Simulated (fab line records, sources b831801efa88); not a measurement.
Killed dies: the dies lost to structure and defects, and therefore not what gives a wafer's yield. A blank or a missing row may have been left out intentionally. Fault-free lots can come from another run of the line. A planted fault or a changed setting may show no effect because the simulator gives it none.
A lot that was struck, set against a sound lot :: flow gf180mcu :: 17 steps out of a route of 602
Sound: these wafers, L847.1, L847.2, L847.4. Wafers struck: L852.3, L852.4. At the end, the cause is stated.
At each step with rows: each side's tool, then ch and its chambers, then its first start. Under that, the readings that differ: sound wafers :: struck wafers :: difference of the means :: sigmas: that difference in standard deviations of wafers without a fault.
alike: same words and numbers on both sides, and readings whose means sit less than 2 such deviations apart. not compared: any withheld reading, any reading some wafer has no value for, any bound like >300 that may hide the same value, and any number with overlapping values for which the record gives no deviation.
The two part at a step that has a row with sigmas, a row that says differs or no value, or rows on one side only. When numbers do not overlap yet have no deviation, they are printed without sigmas and do not part them. A reading that every wafer of one side lacks parts them only if that side has two wafers or more.

first, 4 steps without rows for these wafers: GF_M4_SOFTBAKE_10 (time 60 s); GF_M4_EXPOSE_11 (exposes mask Metal4, target cd 280 nm); GF_M4_PEB_12 (peb time 90 s); GF_M4_DEVELOP_13 (develop time 60 s).
GF_M4_CD_MEAS_14: target cd 280 nm.
  sound: cd sem-01 at day 25 02:58; struck: cd sem-02 at day 26 19:43
  alike: cd nm
GF_M4_OVL_MEAS_15:
  sound: overlay-01 at day 25 03:05; struck: overlay-02 at day 26 19:48
  alike: M4_OVL
GF_M4_METAL_ETCH_16: etches the open film in Cl2/BCl3, stops on SiO2, target depth 750.8 nm, time 125.1 s.
  sound on rie metal-02 ch 0,1, day 25 03:08; struck on rie metal-04 ch 0,1, day 26 19:52
  alike: drypump motor current A, oes product au, throttle valve pct
  not compared: rf hours counter h
GF_M4_STRIP_17: strips in O2/N2.
  sound on plasma asher-01 ch 0,1, day 25 03:16; struck on plasma asher-02 ch 0,1, day 26 19:59
  alike: drypump motor current A, heater power w, oes product au, platen temp c, strip time to endpoint s
  not compared: rf hours counter h
then, 3 steps without rows for these wafers: GF_M4_STRIP_18 (strips in post etch residue remover, time 1200 s); GF_M4_CLEAN_19 (cleans in DIW); GF_V4_CVD_00 (deposits SiO2, target thk 600 nm, time 100 s).
GF_V4_THK_MEAS_01:
  sound: film metro-01 at day 25 03:53; struck: film metro-02 at day 26 20:37
  alike: V4_CVD_00_THK
GF_V4_CVD_02: deposits SiO2 from TEOS, target thk 850 nm, time 94.851 s.
  sound on pecvd-03 ch 0,1,2, day 25 03:57; struck on pecvd-03 ch 0,1, day 26 20:39
reading: model.SiO2_of_V4_CVD_02.thk nm (nm)
sound: 827.9 832.1 855.8
struck: 746 749.4
difference: -91
sigmas: 
  alike: heater power w
GF_V4_THK_MEAS_03:
  sound: film metro-02 at day 25 04:01; struck: film metro-01 at day 26 20:44
reading: V4_CVD_02_THK (nm)
sound: 828 832 855
struck: 746 750
difference: -90
sigmas: -8
GF_V4_CMP_04: polishes SiO2.
  sound on cmp-02 ch 0,1,3, day 25 04:05; struck on cmp-02 ch 0,1, day 26 20:53
reading: platen rpm (rpm)
sound: 60.01 60.15 59.99
struck: 59.99 59.94
difference: -0.08
sigmas: -2

reading: time to endpoint s (s)
sound: 69 65 80
struck: 39 38
difference: -33
sigmas: -5
  alike: motor current A, slurry flow ml min
GF_V4_BOW_MEAS_05:
  sound: film metro-02 at day 25 04:23; struck: film metro-02 at day 26 21:07
  alike: V4_BOW
after that, 1 step had no rows for these wafers: GF_PASSIVATION_PROBE_99.

WHERE THEY PART
Earliest at GF_V4_THK_MEAS_03; latest, in this record, at GF_V4_CMP_04. Later steps at which nothing parts them and some readings are alike: GF_V4_BOW_MEAS_05.

WHY: what the simulator had put in
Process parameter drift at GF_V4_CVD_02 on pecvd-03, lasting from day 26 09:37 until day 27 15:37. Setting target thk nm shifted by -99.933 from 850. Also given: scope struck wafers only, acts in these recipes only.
